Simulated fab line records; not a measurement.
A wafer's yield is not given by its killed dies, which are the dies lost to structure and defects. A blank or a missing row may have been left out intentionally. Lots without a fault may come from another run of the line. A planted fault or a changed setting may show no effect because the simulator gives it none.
fab line records / flow sky130 / part 2 of 2: steps 27 to 37 of 37
record lots=5 wafers=15 lastDay=49
route steps=708 shown VIA2@521 METAL3@532 CAPM@537
lots that met no fault: taken from a fault-free run of the same line
startH: hours from the record's first day to the start of the lot's first wafer shown / waitH: time in hours since the lot's previous step / " unchanged from the row above / L1.1+2: one row covering several wafers at once / - no value present, or no start provided / * or withheld: withheld / < > ~ a bound
route shown NAME@n: names a module that has steps shown in the file, with the first one's number in the route / usual: mean/standard deviation taken from wafers without a fault / same: alike in all rows / chamber/n: place in a boat / sites: each site's reading / _std_site: their standard deviation / _edge_site: inner sites' mean taken away from outer sites' mean / radiusMm: for every site, how far away it sits from the centre of the wafer / mask NAME#n: copy n / behind: the last tool/chamber to shape the wafer / hold: why the lot was held/for how many hours/how that ended / device: which transistor (n, p or np) failed to switch / end of line: the route-end tests of the same wafers / a step with no rows: only its recipe / killed: dies lost to structure and defects at the first sort, not the wafer's yield / map: the dies of a wafer, with x for killed, . for not killed, _ for no die there
set.NAME: the setting that was run; set.NAME@STEP: the one run at that earlier step / model.NAME: the simulator's own value behind a step, which no gauge read
certain route steps with their lots: each step a table, each wafer a row
services: from which hour (startH, from the record's first day; less than 0 if before it) a tool's chamber was out of use, for how many hours, and why
## steps
# step SKY_CAPM_PEB_10
# recipe tempC=withheld timeS=* resist=NOVOLAK
lot.wafer=L077.2+3+4 tool=lithoTrack-02 chamber=0 startH=- waitH=-
lot.wafer=L081.1+3+4 tool=lithoTrack-04 chamber=0 startH=- waitH=-
lot.wafer=L086.1+3+5 tool=lithoTrack-04 chamber=0 startH=- waitH=-
lot.wafer=L092.3+4+5 tool=lithoTrack-04 chamber=0 startH=- waitH=-
lot.wafer=L093.3+4+5 tool=lithoTrack-02 chamber=0 startH=- waitH=-
# step SKY_CAPM_DEVELOP_11
# recipe resist=NOVOLAK developer=TMAH developTimeS=60 devTempC=23
lot.wafer=L077.2+3+4 tool=lithoTrack-02 chamber=0 startH=898.05 waitH=0.1
lot.wafer=L081.1+3+4 tool=lithoTrack-04 chamber=0 startH=933.44 waitH=0.1
lot.wafer=L086.1+3+5 tool=lithoTrack-04 chamber=0 startH=966.39 waitH=0.1
lot.wafer=L092.3+4+5 tool=lithoTrack-04 chamber=0 startH=996.84 waitH=0.1
lot.wafer=L093.3+4+5 tool=lithoTrack-02 chamber=0 startH=1013.32 waitH=0.1
# step SKY_CAPM_OVL_MEAS_12
# usual CAPM_OVL=-0.2/1.5
lot.wafer=L077.2 tool=overlay-02 chamber=- startH=898.18 waitH=0.1 CAPM_OVL[nm]=-0.5
lot.wafer=L077.3 tool=overlay-02 chamber=- startH=898.18 waitH=0.1 CAPM_OVL[nm]=-1.2
lot.wafer=L077.4 tool=overlay-02 chamber=- startH=898.18 waitH=0.1 CAPM_OVL[nm]=-0.3
lot.wafer=L081.1 tool=overlay-02 chamber=- startH=933.59 waitH=0.1 CAPM_OVL[nm]=-1.6
lot.wafer=L081.3 tool=overlay-02 chamber=- startH=933.59 waitH=0.1 CAPM_OVL[nm]=-0.9
lot.wafer=L081.4 tool=overlay-02 chamber=- startH=933.59 waitH=0.1 CAPM_OVL[nm]=0.5
lot.wafer=L086.1 tool=overlay-02 chamber=- startH=966.54 waitH=0.1 CAPM_OVL[nm]=0.0
lot.wafer=L086.3 tool=overlay-02 chamber=- startH=966.54 waitH=0.1 CAPM_OVL[nm]=-1.5
lot.wafer=L086.5 tool=overlay-02 chamber=- startH=966.54 waitH=0.1 CAPM_OVL[nm]=-3.4
lot.wafer=L092.3 tool=overlay-01 chamber=- startH=996.95 waitH=0.1 CAPM_OVL[nm]=-1.1
lot.wafer=L092.4 tool=overlay-01 chamber=- startH=996.95 waitH=0.1 CAPM_OVL[nm]=-0.2
lot.wafer=L092.5 tool=overlay-01 chamber=- startH=996.95 waitH=0.1 CAPM_OVL[nm]=-1.3
lot.wafer=L093.3 tool=overlay-01 chamber=- startH=1013.44 waitH=0.1 CAPM_OVL[nm]=-0.3
lot.wafer=L093.4 tool=overlay-01 chamber=- startH=1013.44 waitH=0.1 CAPM_OVL[nm]=0.7
lot.wafer=L093.5 tool=overlay-01 chamber=- startH=1013.44 waitH=0.1 CAPM_OVL[nm]=2.2
# step SKY_CAPM_METAL_ETCH_13
# recipe targetDepthNm=220 stopOn=SiO2 chemistry=Cl2/BCl3 target=TiN pressureMtorr=10 icpW=900 biasW=48.5 Cl2_flow_sccm=60 bcl3FlowSccm=30 timeS=62.9
# usual chamberPressureMTorr=9.999/0.0098 drypumpMotorCurrentA=5.8/0.6 oesProductAu=0.942/0.0068 throttleValvePct=21.901/0.0082
lot.wafer=L077.2 tool=rieMetal-04 chamber=1 startH=898.21 waitH=0.0 chamberPressureMTorr=9.997 drypumpMotorCurrentA=5.3 oesProductAu=0.936 rfHoursCounterH=6 throttleValvePct=21.894
lot.wafer=L077.3 tool=rieMetal-04 chamber=1 startH=898.21 waitH=0.0 chamberPressureMTorr=9.994 drypumpMotorCurrentA=5.3 oesProductAu=0.953 rfHoursCounterH=- throttleValvePct=21.911
lot.wafer=L077.4 tool=rieMetal-04 chamber=0 startH=898.21 waitH=0.0 chamberPressureMTorr=9.990 drypumpMotorCurrentA=6.5 oesProductAu=0.941 rfHoursCounterH=- throttleValvePct=21.893
lot.wafer=L081.1 tool=rieMetal-04 chamber=0 startH=933.63 waitH=0.0 chamberPressureMTorr=9.997 drypumpMotorCurrentA=6.5 oesProductAu=0.950 rfHoursCounterH=10 throttleValvePct=21.912
lot.wafer=L081.3 tool=rieMetal-04 chamber=0 startH=933.63 waitH=0.0 chamberPressureMTorr=10.006 drypumpMotorCurrentA=6.4 oesProductAu=0.931 rfHoursCounterH=- throttleValvePct=21.903
lot.wafer=L081.4 tool=rieMetal-04 chamber=1 startH=933.63 waitH=0.0 chamberPressureMTorr=9.991 drypumpMotorCurrentA=5.3 oesProductAu=0.942 rfHoursCounterH=- throttleValvePct=21.885
lot.wafer=L086.1 tool=rieMetal-02 chamber=0 startH=966.58 waitH=0.0 chamberPressureMTorr=10.024 drypumpMotorCurrentA=5.9 oesProductAu=0.932 rfHoursCounterH=8 throttleValvePct=21.899
lot.wafer=L086.3 tool=rieMetal-02 chamber=1 startH=966.58 waitH=0.0 chamberPressureMTorr=10.007 drypumpMotorCurrentA=4.7 oesProductAu=0.936 rfHoursCounterH=- throttleValvePct=21.902
lot.wafer=L086.5 tool=rieMetal-02 chamber=0 startH=966.58 waitH=0.0 chamberPressureMTorr=10.012 drypumpMotorCurrentA=5.9 oesProductAu=0.943 rfHoursCounterH=- throttleValvePct=21.898
lot.wafer=L092.3 tool=rieMetal-02 chamber=0 startH=997.00 waitH=0.0 chamberPressureMTorr=9.999 drypumpMotorCurrentA=5.9 oesProductAu=0.953 rfHoursCounterH=- throttleValvePct=21.915
lot.wafer=L092.4 tool=rieMetal-02 chamber=1 startH=997.00 waitH=0.0 chamberPressureMTorr=10.014 drypumpMotorCurrentA=4.7 oesProductAu=0.939 rfHoursCounterH=- throttleValvePct=21.911
lot.wafer=L092.5 tool=rieMetal-02 chamber=0 startH=997.00 waitH=0.0 chamberPressureMTorr=10.009 drypumpMotorCurrentA=5.9 oesProductAu=0.941 rfHoursCounterH=- throttleValvePct=21.915
lot.wafer=L093.3 tool=rieMetal-02 chamber=0 startH=1013.49 waitH=0.0 chamberPressureMTorr=10.005 drypumpMotorCurrentA=5.9 oesProductAu=0.929 rfHoursCounterH=- throttleValvePct=21.895
lot.wafer=L093.4 tool=rieMetal-02 chamber=1 startH=1013.49 waitH=0.0 chamberPressureMTorr=9.992 drypumpMotorCurrentA=4.7 oesProductAu=0.934 rfHoursCounterH=- throttleValvePct=21.901
lot.wafer=L093.5 tool=rieMetal-02 chamber=0 startH=1013.49 waitH=0.0 chamberPressureMTorr=10.009 drypumpMotorCurrentA=5.9 oesProductAu=0.946 rfHoursCounterH=- throttleValvePct=21.890
# step SKY_CAPM_STRIP_14
# recipe chemistry=O2/N2 powerW=1400 pressureMtorr=1500 platenTempC=withheld o2FlowSccm=3000 n2FlowSccm=300 overashFraction=0.5
# usual chamberPressureMTorr=1500.1/1.3 drypumpMotorCurrentA=5.70/0.26 n2FlowSccm=300.0/0.94 oesProductAu=0.710/0.0045 stripTimeToEndpointS=12.64/0.046
lot.wafer=L077.2 tool=plasmaAsher-02 chamber=0 startH=898.29 waitH=0.1 chamberPressureMTorr=1497.9 drypumpMotorCurrentA=5.76 n2FlowSccm=301.6 oesProductAu=0.702 rfHoursCounterH=15 stripTimeToEndpointS=12.72
lot.wafer=L077.3 tool=plasmaAsher-02 chamber=0 startH=898.29 waitH=0.1 chamberPressureMTorr=1501.9 drypumpMotorCurrentA=5.76 n2FlowSccm=299.9 oesProductAu=0.711 rfHoursCounterH=- stripTimeToEndpointS=12.73
lot.wafer=L077.4 tool=plasmaAsher-02 chamber=1 startH=898.29 waitH=0.1 chamberPressureMTorr=1499.3 drypumpMotorCurrentA=5.35 n2FlowSccm=300.8 oesProductAu=0.713 rfHoursCounterH=- stripTimeToEndpointS=12.59
lot.wafer=L081.1 tool=plasmaAsher-03 chamber=0 startH=933.70 waitH=0.1 chamberPressureMTorr=1500.3 drypumpMotorCurrentA=5.96 n2FlowSccm=302.1 oesProductAu=0.713 rfHoursCounterH=111 stripTimeToEndpointS=12.69
lot.wafer=L081.3 tool=plasmaAsher-03 chamber=1 startH=933.70 waitH=0.1 chamberPressureMTorr=1501.2 drypumpMotorCurrentA=6.20 n2FlowSccm=300.2 oesProductAu=0.712 rfHoursCounterH=- stripTimeToEndpointS=12.64
lot.wafer=L081.4 tool=plasmaAsher-03 chamber=0 startH=933.70 waitH=0.1 chamberPressureMTorr=1500.4 drypumpMotorCurrentA=5.98 n2FlowSccm=301.3 oesProductAu=0.711 rfHoursCounterH=- stripTimeToEndpointS=12.70
lot.wafer=L086.1 tool=plasmaAsher-03 chamber=1 startH=966.65 waitH=0.1 chamberPressureMTorr=1500.4 drypumpMotorCurrentA=6.18 n2FlowSccm=299.8 oesProductAu=0.712 rfHoursCounterH=114 stripTimeToEndpointS=12.71
lot.wafer=L086.3 tool=plasmaAsher-03 chamber=0 startH=966.65 waitH=0.1 chamberPressureMTorr=1502.4 drypumpMotorCurrentA=6.00 n2FlowSccm=302.2 oesProductAu=0.716 rfHoursCounterH=- stripTimeToEndpointS=12.63
lot.wafer=L086.5 tool=plasmaAsher-03 chamber=1 startH=966.65 waitH=0.1 chamberPressureMTorr=1498.9 drypumpMotorCurrentA=6.22 n2FlowSccm=299.5 oesProductAu=0.709 rfHoursCounterH=- stripTimeToEndpointS=12.67
lot.wafer=L092.3 tool=plasmaAsher-02 chamber=0 startH=997.09 waitH=0.1 chamberPressureMTorr=1500.5 drypumpMotorCurrentA=5.78 n2FlowSccm=298.9 oesProductAu=0.708 rfHoursCounterH=- stripTimeToEndpointS=12.63
lot.wafer=L092.4 tool=plasmaAsher-02 chamber=1 startH=997.09 waitH=0.1 chamberPressureMTorr=1497.3 drypumpMotorCurrentA=5.33 n2FlowSccm=300.1 oesProductAu=0.718 rfHoursCounterH=- stripTimeToEndpointS=12.60
lot.wafer=L092.5 tool=plasmaAsher-02 chamber=0 startH=997.09 waitH=0.1 chamberPressureMTorr=1499.5 drypumpMotorCurrentA=5.79 n2FlowSccm=299.3 oesProductAu=0.704 rfHoursCounterH=- stripTimeToEndpointS=12.62
lot.wafer=L093.3 tool=plasmaAsher-02 chamber=1 startH=1013.57 waitH=0.1 chamberPressureMTorr=1501.2 drypumpMotorCurrentA=5.34 n2FlowSccm=300.8 oesProductAu=0.710 rfHoursCounterH=- stripTimeToEndpointS=12.62
lot.wafer=L093.4 tool=plasmaAsher-02 chamber=0 startH=1013.57 waitH=0.1 chamberPressureMTorr=1498.5 drypumpMotorCurrentA=5.79 n2FlowSccm=299.6 oesProductAu=0.704 rfHoursCounterH=- stripTimeToEndpointS=12.58
lot.wafer=L093.5 tool=plasmaAsher-02 chamber=1 startH=1013.57 waitH=0.1 chamberPressureMTorr=1501.1 drypumpMotorCurrentA=5.33 n2FlowSccm=299.4 oesProductAu=0.710 rfHoursCounterH=- stripTimeToEndpointS=12.62
# step SKY_CAPM_STRIP_15
# recipe chemistry=postEtchResidueRemover timeS=1200 tempC=72.5
lot.wafer=L077.2+3+4 tool=wetBench-03 chamber=1 startH=898.39 waitH=0.1
lot.wafer=L081.1+3+4 tool=wetBench-02 chamber=1 startH=933.80 waitH=0.1
lot.wafer=L086.1+3+5 tool=wetBench-01 chamber=1 startH=966.75 waitH=0.1
lot.wafer=L092.3+4+5 tool=wetBench-02 chamber=2 startH=997.15 waitH=0.0
lot.wafer=L093.3+4+5 tool=wetBench-02 chamber=2 startH=1013.64 waitH=0.0
# step SKY_CAPM_CLEAN_16
# recipe chemistry=IPA timeS=180 tempC=25
lot.wafer=L077.2+3+4 tool=wetBench-02 chamber=2 startH=898.73 waitH=0.0
lot.wafer=L081.1+3+4 tool=wetBench-03 chamber=3 startH=934.18 waitH=0.0
lot.wafer=L086.1+3+5 tool=wetBench-02 chamber=2 startH=967.44 waitH=0.0
lot.wafer=L092.3+4+5 tool=wetBench-03 chamber=1 startH=997.53 waitH=0.0
lot.wafer=L093.3+4+5 tool=wetBench-03 chamber=1 startH=1014.04 waitH=0.0
# step SKY_CAPM_CLEAN_17
# recipe chemistry=O3/DIW dry=n2Spin
lot.wafer=L077.2+3+4 tool=wetBench-03 chamber=3 startH=898.79 waitH=0.0
lot.wafer=L081.1+3+4 tool=wetBench-01 chamber=1 startH=934.23 waitH=0.0
lot.wafer=L086.1+3+5 tool=wetBench-01 chamber=3 startH=967.51 waitH=0.0
lot.wafer=L092.3+4+5 tool=wetBench-02 chamber=2 startH=997.59 waitH=0.0
lot.wafer=L093.3+4+5 tool=wetBench-01 chamber=1 startH=1014.10 waitH=0.0
# step SKY_METAL3_DEHYDRATE_05
# recipe tempC=200 timeS=60
# usual plateTempC=199.95/0.17
lot.wafer=L077.2 tool=lithoTrack-01 chamber=0 startH=910.81 waitH=11.9 plateTempC=199.72
lot.wafer=L077.3 tool=lithoTrack-01 chamber=0 startH=910.81 waitH=11.9 plateTempC=199.95
lot.wafer=L077.4 tool=lithoTrack-01 chamber=0 startH=910.81 waitH=11.9 plateTempC=199.82
lot.wafer=L081.1 tool=lithoTrack-03 chamber=0 startH=946.02 waitH=11.6 plateTempC=199.90
lot.wafer=L081.3 tool=lithoTrack-03 chamber=0 startH=946.02 waitH=11.6 plateTempC=199.79
lot.wafer=L081.4 tool=lithoTrack-03 chamber=0 startH=946.02 waitH=11.6 plateTempC=199.87
lot.wafer=L086.1 tool=lithoTrack-04 chamber=0 startH=977.99 waitH=10.3 plateTempC=200.10
lot.wafer=L086.3 tool=lithoTrack-04 chamber=0 startH=977.99 waitH=10.3 plateTempC=200.20
lot.wafer=L086.5 tool=lithoTrack-04 chamber=0 startH=977.99 waitH=10.3 plateTempC=199.89
lot.wafer=L092.3 tool=lithoTrack-04 chamber=0 startH=1008.74 waitH=11.1 plateTempC=199.87
lot.wafer=L092.4 tool=lithoTrack-04 chamber=0 startH=1008.74 waitH=11.1 plateTempC=199.83
lot.wafer=L092.5 tool=lithoTrack-04 chamber=0 startH=1008.74 waitH=11.1 plateTempC=199.76
lot.wafer=L093.3 tool=lithoTrack-03 chamber=0 startH=1024.42 waitH=10.2 plateTempC=199.84
lot.wafer=L093.4 tool=lithoTrack-03 chamber=0 startH=1024.42 waitH=10.2 plateTempC=199.82
lot.wafer=L093.5 tool=lithoTrack-03 chamber=0 startH=1024.42 waitH=10.2 plateTempC=199.70
# step SKY_METAL3_HMDS_06
# recipe primeTimeS=60 primeTempC=120
lot.wafer=L077.2+3+4 tool=lithoTrack-01 chamber=0 startH=910.96 waitH=0.1
lot.wafer=L081.1+3+4 tool=lithoTrack-03 chamber=0 startH=946.17 waitH=0.1
lot.wafer=L086.1+3+5 tool=lithoTrack-04 chamber=0 startH=978.14 waitH=0.1
lot.wafer=L092.3+4+5 tool=lithoTrack-04 chamber=0 startH=1008.89 waitH=0.1
lot.wafer=L093.3+4+5 tool=lithoTrack-03 chamber=0 startH=1024.57 waitH=0.1
# step SKY_METAL3_COAT_07
# recipe resist=BARC tempC=withheld timeS=withheld spinRpm=3000 resistThkNm=60
lot.wafer=L077.2+3+4 tool=lithoTrack-01 chamber=0 startH=911.11 waitH=0.1
lot.wafer=L081.1+3+4 tool=lithoTrack-03 chamber=0 startH=946.32 waitH=0.1
lot.wafer=L086.1+3+5 tool=lithoTrack-04 chamber=0 startH=978.29 waitH=0.1
lot.wafer=L092.3+4+5 tool=lithoTrack-04 chamber=0 startH=1009.04 waitH=0.1
lot.wafer=L093.3+4+5 tool=lithoTrack-03 chamber=0 startH=1024.72 waitH=0.1
## services
tool=ilineStepper-01 chamber=- startH=854.03 hours=1.7 kind=pm
tool=cvdW-01 chamber=- startH=855.60 hours=6.9 kind=pm
tool=ilineStepper-01 chamber=- startH=865.83 hours=17.0 kind=repair
tool=pecvd-02 chamber=- startH=866.36 hours=5.5 kind=pm
tool=cmp-02 chamber=- startH=868.17 hours=3.4 kind=repair
tool=ilineStepper-01 chamber=- startH=870.90 hours=13.3 kind=repair
tool=rieDiel-04 chamber=2 startH=876.31 hours=1.4 kind=repair
tool=cmp-02 chamber=- startH=891.51 hours=14.8 kind=pm
tool=rieDiel-02 chamber=2 startH=896.12 hours=3.5 kind=repair
tool=rieMetal-04 chamber=1 startH=900.10 hours=15.6 kind=repair
tool=pvdSputter-04 chamber=- startH=900.39 hours=18.2 kind=repair
tool=rieMetal-02 chamber=- startH=902.56 hours=4.7 kind=repair
tool=wetBench-04 chamber=- startH=903.66 hours=4.4 kind=pm
tool=rieDiel-04 chamber=- startH=916.41 hours=2.0 kind=repair
tool=pecvd-01 chamber=- startH=928.00 hours=28.7 kind=repair
tool=pvdSputter-02 chamber=- startH=942.36 hours=10.4 kind=repair
tool=cvdW-02 chamber=- startH=953.39 hours=1.9 kind=repair
tool=pecvd-02 chamber=- startH=956.79 hours=1.3 kind=repair
tool=pvdSputter-04 chamber=- startH=957.31 hours=26.4 kind=repair
tool=pecvd-01 chamber=- startH=978.13 hours=6.0 kind=pm
tool=ilineStepper-02 chamber=- startH=986.77 hours=8.9 kind=repair
tool=cmp-02 chamber=- startH=1004.17 hours=2.8 kind=repair
tool=plasmaAsher-04 chamber=- startH=1010.13 hours=7.4 kind=repair
tool=pvdSputter-03 chamber=- startH=1023.47 hours=59.0 kind=repair
